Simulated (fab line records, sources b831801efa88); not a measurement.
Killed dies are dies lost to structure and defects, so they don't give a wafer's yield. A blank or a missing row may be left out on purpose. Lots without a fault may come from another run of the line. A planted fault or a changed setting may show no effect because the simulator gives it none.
Problem report in the 8D (eight disciplines) form, filled by code | flow sky130 | the parts of the form that need people (team, actions taken, sign-off) are left out

1. THE PROBLEM
strip_time_to_endpoint_s at SKY_FIELD_ISO_STRIP_16 reads a mean of 3.94 s on 9 wafers of 3 lots; wafers without a fault read 3.52 s with a standard deviation of 0.048. That is +8.7 standard deviations from the usual mean.
The step: strips in O2/N2.
First seen on wafer L214.1, day 4 00:32, on plasma_asher-03. The record holds 36 wafers of 12 lots with a number at this step. Rule for "out", or "out of limits": more than 4 standard deviations from the usual mean. The other wafers with a number count as sound.

2. WHAT IT IS AND WHAT IT IS NOT
question                    | is                                                | is not
which readings at this step | strip_time_to_endpoint_s                          | drypump_motor_current_A
which lots                  | L214, L216, L217                                  | L206, L207, L208, L210, L213, L220, L222, L226, L229
which wafers of those lots  | all that have a number                            | -
read on which tools         | plasma_asher-01, plasma_asher-02, plasma_asher-03 | -
when                        | from day 4 00:32                                  | up to then (15 sound wafers); but 12 sound wafers of L220, L222, L226, L229 came after

3. SUSPECTS, AND WHAT RULES EACH OUT
Counting: a tool at a process step up to the reading stays a suspect if it ran every lot that is out and no sound lot after the first of them.
- litho_track-04 at SKY_FIELD_ISO_COAT_08 (resist thk 450 nm): kept. It ran every lot that is out, first L214 (day 3 16:00), and no sound lot after that; its last sound lot up to then is L213 (day 3 08:00).
Left after counting: litho_track-04 at SKY_FIELD_ISO_COAT_08.

4. THE CAUSE (what the simulator had put in)
Process parameter drift: litho_track-04, from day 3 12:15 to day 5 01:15, at SKY_FIELD_ISO_COAT_08. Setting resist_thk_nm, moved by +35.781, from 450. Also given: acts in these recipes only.
Counting left only this tool.

5. THE CHAIN OF EFFECTS, in route order
Each row: a reading whose mean over the struck wafers that have a number lies more than 3 standard deviations from the usual. Only readings for which the record gives a usual standard deviation are gone through. hours: the time from each lot's start at the first step in this table that gives one to its start at this step, as a median over the lots. sigmas: the change in usual standard deviations.
hours | step                   | reading                  | usual      | on struck wafers | change | sigmas
0     | SKY_FIELD_ISO_STRIP_16 | oes_product_au           | 0.376 a.u. | 0.395            | +0.019 | +3.5
0     | SKY_FIELD_ISO_STRIP_16 | strip_time_to_endpoint_s | 3.52 s     | 3.94             | +0.42  | +8.7
The process steps in it:
- SKY_FIELD_ISO_STRIP_16: strips in O2/N2.
Later measuring or inspecting steps at which every struck wafer that the step has a row for has a number for every such reading, and none has moved that far: SKY_CONTACT_THK_MEAS_03.

6. WHAT WOULD HAVE CAUGHT IT SOONER
In this record the first reading out of limits was taken at day 4 00:32, 12 hours after the fault began at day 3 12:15.
Of the tool readings at SKY_FIELD_ISO_COAT_08 for which the record gives a usual standard deviation, none was out on any struck wafer, so an alarm limit of 4 standard deviations on them would not have fired.
Of the lots that are out (3), L216, L217 began SKY_FIELD_ISO_COAT_08 on litho_track-04 after day 4 00:32. A hold on the tool at that time would have spared those 2.
